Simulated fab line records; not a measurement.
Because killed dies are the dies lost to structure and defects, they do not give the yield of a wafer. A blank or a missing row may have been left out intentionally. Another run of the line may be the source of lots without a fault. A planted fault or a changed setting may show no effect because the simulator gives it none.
What tool caused it?    flow sky130    Sampling: 11 lots, 33 wafers, 5 of 708 route steps

== WHAT THE GAUGES SHOWED, per wafer ==
Not one reading of a measure or inspect step in the record can be checked against a usual standard deviation.

== WHAT TOOL EACH LOT RAN ON (gives the tool, then ch and the chambers of the sampled wafers, and finally the start) ==
lot   SKY_CAPM_STRIP_14                     SKY_METAL3_DESCUM_15               SKY_VIA3_SOFTBAKE_08               SKY_VIA3_STRIP_16                     SKY_PAD_OPEN_PROBE_99
L429  plasma asher-02 ch 0,1, day 37 16:54  rie metal-03 ch 0,1, day 38 19:25  litho track-03 ch 0, day 39 10:00  plasma asher-01 ch 0,1, day 39 22:32  prober-02, day 46 01:20
L432  plasma asher-02 ch 0,1, day 38 11:00  rie metal-04 ch 0,1, day 39 12:47  litho track-04 ch 0, day 40 01:00  plasma asher-04 ch 0, day 40 14:46    prober-02, day 46 16:39
L434  plasma asher-04 ch 0,1, day 39 17:01  rie metal-03 ch 0,1, day 40 17:45  litho track-01 ch 0, day 41 07:00  plasma asher-04 ch 0,1, day 41 19:32  prober-01, day 47 17:22
L436  plasma asher-02 ch 0,1, day 39 17:08  rie metal-03 ch 0,1, day 40 18:02  litho track-01 ch 0, day 41 08:00  plasma asher-03 ch 0,1, day 41 19:53  prober-02, day 47 16:26
L438  plasma asher-02 ch 0,1, day 40 07:38  rie metal-04 ch 0,1, day 41 08:10  litho track-03 ch 0, day 41 21:00  plasma asher-01 ch 0,1, day 42 09:28  prober-02, day 48 00:24
L440  plasma asher-03 ch 0,1, day 40 21:13  rie metal-01 ch 0,1, day 41 22:25  litho track-03 ch 0, day 42 12:00  plasma asher-04 ch 0,1, day 42 23:05  prober-02, day 48 13:35
L441  plasma asher-04 ch 0,1, day 41 04:18  rie metal-04 ch 0,1, day 42 04:46  litho track-03 ch 0, day 42 18:00  plasma asher-01 ch 0,1, day 43 04:55  prober-01, day 48 17:02
L443  plasma asher-04 ch 0,1, day 41 20:09  rie metal-03 ch 0, day 42 21:07    litho track-04 ch 0, day 43 11:00  plasma asher-01 ch 0,1, day 43 22:16  prober-01, day 49 08:59
L449  plasma asher-03 ch 0,1, day 43 10:56  rie metal-03 ch 0,1, day 44 09:41  litho track-03 ch 0, day 44 21:00  plasma asher-03 ch 0,1, day 45 08:55  prober-02, day 50 09:16
L451  plasma asher-04 ch 0,1, day 43 22:01  rie metal-03 ch 0,1, day 44 20:28  litho track-04 ch 0, day 45 08:00  plasma asher-03 ch 0,1, day 45 19:52  prober-01, day 50 20:29
L452  plasma asher-04 ch 0,1, day 44 02:32  rie metal-01 ch 0,1, day 45 00:10  litho track-03 ch 0, day 45 14:00  plasma asher-01 ch 0,1, day 45 23:53  prober-02, day 51 00:32
- SKY_CAPM_STRIP_14: strips in O2/N2.
- SKY_METAL3_DESCUM_15: chemistry O2, time 8 s.
- SKY_VIA3_SOFTBAKE_08: time 90 s.
- SKY_VIA3_STRIP_16: strips in O2/N2.
- SKY_PAD_OPEN_PROBE_99

== WHAT THE TOOLS THEMSELVES READ (means of the sampled wafers that have a number; where no wafer has one, the mark that the record gives instead) ==
SKY_CAPM_STRIP_14. Usual: drypump motor current A 5.4 A, standard deviation 0.44; oes product au 0.711 a.u., standard deviation 0.0046; strip time to endpoint s 12.63 s, standard deviation 0.035.
lot   tool             drypump motor current A (A)  oes product au (a.u.)  strip time to endpoint s (s)  flag
L429  plasma asher-02  5.5                          0.709                  12.68                         
L432  plasma asher-02  5.4                          0.713                  12.58                         
L434  plasma asher-04  5.6                          0.707                  12.66                         
L436  plasma asher-02  5.5                          0.710                  12.63                         
L438  plasma asher-02  5.4                          0.714                  12.61                         
L440  plasma asher-03  5.6                          0.714                  12.61                         
L441  plasma asher-04  5.6                          0.712                  12.69                         
L443  plasma asher-04  5.6                          0.712                  12.65                         
L449  plasma asher-03  5.2                          0.708                  12.67                         
L451  plasma asher-04  5.6                          0.714                  12.61                         
L452  plasma asher-04  5.6                          0.707                  12.66                         

SKY_METAL3_DESCUM_15. Usual: drypump motor current A 5.5 A, standard deviation 0.61; he backside leak sccm 3.38 sccm, standard deviation 0.14; oes product au 1.000 a.u., standard deviation 0.0069.
lot   tool          drypump motor current A (A)  he backside leak sccm (sccm)  oes product au (a.u.)  flag
L429  rie metal-03  5.3                          3.41                          0.993                  
L432  rie metal-04  5.9                          3.27                          1.001                  
L434  rie metal-03  5.6                          3.25                          0.998                  
L436  rie metal-03  5.6                          3.36                          0.995                  
L438  rie metal-04  5.8                          3.29                          0.999                  
L440  rie metal-01  5.5                          3.50                          1.003                  
L441  rie metal-04  5.3                          3.41                          0.993                  
L443  rie metal-03  5.8                          3.25                          0.997                  
L449  rie metal-03  5.3                          3.37                          0.994                  
L451  rie metal-03  5.3                          3.32                          1.001                  
L452  rie metal-01  5.8                          3.53                          1.007                  

SKY_VIA3_SOFTBAKE_08. Usual: heater power total W 56.41 W, standard deviation 0.11; run length s 119.28 s, standard deviation 0.24.
lot   tool            heater power total W (W)  run length s (s)  flag
L429  litho track-03  56.44                     119.19            
L432  litho track-04  56.42                     119.46            
L434  litho track-01  56.33                     119.00            
L436  litho track-01  56.43                     119.10            
L438  litho track-03  56.38                     119.23            
L440  litho track-03  56.33                     119.31            
L441  litho track-03  56.36                     119.24            
L443  litho track-04  56.48                     119.52            
L449  litho track-03  60.35                     102.06            OFF
L451  litho track-04  56.42                     119.50            
L452  litho track-03  60.39                     101.99            OFF

SKY_VIA3_STRIP_16. Usual: drypump motor current A 5.8 A, standard deviation 0.61; oes product au 0.402 a.u., standard deviation 0.0045; strip time to endpoint s 4.132 s, standard deviation 0.022.
lot   tool             drypump motor current A (A)  oes product au (a.u.)  strip time to endpoint s (s)  flag
L429  plasma asher-01  6.3                          0.403                  4.135                         
L432  plasma asher-04  6.0                          0.403                  4.150                         
L434  plasma asher-04  5.6                          0.401                  4.148                         
L436  plasma asher-03  5.2                          0.403                  4.116                         
L438  plasma asher-01  6.2                          0.401                  4.139                         
L440  plasma asher-04  5.3                          0.401                  4.133                         
L441  plasma asher-01  6.4                          0.406                  4.112                         
L443  plasma asher-01  6.4                          0.399                  4.124                         
L449  plasma asher-03  5.6                          0.404                  4.152                         
L451  plasma asher-03  5.2                          0.403                  4.114                         
L452  plasma asher-01  6.2                          0.401                  4.130                         

SKY_PAD_OPEN_PROBE_99. Usual: defect limited yield 82.4 %, standard deviation 2.2; killed_at_M0_to_M3 44, standard deviation 6.8; killed_at_M4_up 3.1, standard deviation 1.9; killed at contacts 25, standard deviation 5.9; killed at front end 15, standard deviation 4.3; killed at other 0.2, standard deviation 0.51; killed dies 87, standard deviation 11; killed open 47, standard deviation 7.9; killed short 39, standard deviation 6.4; sort_bin_3_pad_short 0.9 %, standard deviation 0.44; sort_bin_5_function 10.3 %, standard deviation 1.5; sort_bin_6_memory 6.4 %, standard deviation 1.4; sort n pass 405, standard deviation 11; sort yield pct 82.4 %, standard deviation 2.2.
lot   tool       defect limited yield (%)  killed_at_M0_to_M3  killed_at_M4_up  killed at contacts  killed at front end  killed at other  killed dies  killed open  killed short  sort_bin_3_pad_short (%)  sort_bin_5_function (%)  sort_bin_6_memory (%)  sort n pass  sort yield pct (%)  flag
L429  prober-02  81.4                      46                  2.7              23                  19                   1.0              92           49           42            1.1                       11.5                     6.0                    400          81.4                
L432  prober-02  81.6                      47                  4.3              24                  15                   0.0              91           49           42            0.8                       11.2                     6.4                    401          81.6                
L434  prober-01  82.2                      43                  3.7              26                  14                   0.0              87           49           38            0.7                       10.8                     6.2                    405          82.2                
L436  prober-02  82.6                      39                  2.0              29                  15                   0.3              86           45           41            1.0                       9.7                      6.7                    406          82.6                
L438  prober-02  84.0                      47                  1.7              18                  12                   0.0              79           45           34            0.5                       8.9                      6.6                    413          84.0                
L440  prober-02  82.0                      46                  1.7              25                  15                   0.0              88           48           41            0.7                       10.2                     7.0                    404          82.0                
L441  prober-01  84.5                      38                  4.3              23                  10                   0.3              76           39           37            0.7                       9.4                      5.4                    416          84.5                
L443  prober-01  83.9                      39                  3.7              24                  12                   0.3              79           36           43            1.1                       9.6                      5.4                    413          83.9                
L449  prober-02  83.2                      43                  3.3              26                  11                   0.0              83           50           33            0.7                       9.4                      6.6                    409          83.2                
L451  prober-01  83.2                      41                  3.7              21                  17                   0.0              83           43           39            0.6                       10.5                     5.8                    409          83.2                
L452  prober-02  80.2                      54                  2.7              26                  15                   0.0              97           57           40            1.1                       11.0                     7.7                    395          80.2                

== THE ANSWER, worked out from the rows above alone ==
Rule: a lot counts as off when the mean over its wafers that have a number is more than 3 standard deviations away from the usual mean. A lot without any number at a reading at which 4 lots or more have one is off too. All remaining lots with rows at the step are treated as sound. The gauges are gone through in route order, then the tools' own readings, and for those a lot's mean is taken as printed above. At the first step where some lot is off, the reading lying furthest off is the one used; lots without a number count as furthest.
Off: L449, L452 (SKY_VIA3_SOFTBAKE_08, run length s).
If a tool, at that step or one of the process steps before it, ran each lot that is off and ran no sound lot following the first of them, it fits. One fits: litho track-03 at SKY_VIA3_SOFTBAKE_08. Its last sound lot is L441 (day 42 18:00), its first lot that is off L449 (day 44 21:00): a fault that began between those two fits.
The tool's own readings at SKY_VIA3_SOFTBAKE_08 bear it out: on the lots that are off they differ by more than 5 times the standard deviation of the sound lots' means. heater power total W reads 60.37 W there against 56.40 W on the sound lots; run length s reads 102.03 s there against 119.28 s on the sound lots.

== WHAT WAS PUT IN BY THE SIMULATOR ==
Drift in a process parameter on litho track-03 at SKY_VIA3_SOFTBAKE_08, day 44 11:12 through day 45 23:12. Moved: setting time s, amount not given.
Struck lots among those shown: L449, L452. The same result came from the rule above.
